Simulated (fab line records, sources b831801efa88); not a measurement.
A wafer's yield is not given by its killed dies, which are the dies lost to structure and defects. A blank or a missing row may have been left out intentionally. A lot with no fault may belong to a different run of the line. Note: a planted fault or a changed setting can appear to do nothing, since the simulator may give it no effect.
Which of the tools did it? -- flow sky130 -- 7 lots (21 wafers sampled), 1 step of a 708-step route

WHAT EACH GAUGE READ, for each wafer
SKY_FIELD_ISO_BOW_MEAS_00.
lot,measured,on,INCOMING_BOW (um)
L899,day 1 20:01,film-metro-01,9 3 -3
L902,day 2 11:00,film-metro-03,-8 1 12
L907,day 3 12:00,film-metro-03,5 2 10
L913,day 4 18:00,film-metro-02,-8 13 5
L916,day 5 09:00,film-metro-01,-7 -5 9
L918,day 5 19:00,film-metro-02,3 -4 -5
L920,day 6 05:02,film-metro-02,-5 -7 -14

WHAT TOOL EACH LOT RAN ON (gives the tool, then ch and the chambers of the sampled wafers, and finally the start)
There is no process step in the record ahead of these readings.

THE ANSWER, worked out from the rows above alone
Rule: the usual values come from the lots themselves. Put in order of their means at a reading, lots are off if they are a third of the lots or fewer, leave a main group of 4 or more, and stand apart from it by a gap of 3 or more times the standard deviation of the main group's means; of several such gaps the widest counts. A main group is skipped when, at the precision printed for the reading in the tables above, its means are all equal. A lot without any number at a reading at which 4 lots or more have one is off too. Where the step has rows for the other lots, those lots are counted as sound.
No lot is off on any of the readings shown, so nothing can be concluded from this.

WHAT THE SIMULATOR PUT IN
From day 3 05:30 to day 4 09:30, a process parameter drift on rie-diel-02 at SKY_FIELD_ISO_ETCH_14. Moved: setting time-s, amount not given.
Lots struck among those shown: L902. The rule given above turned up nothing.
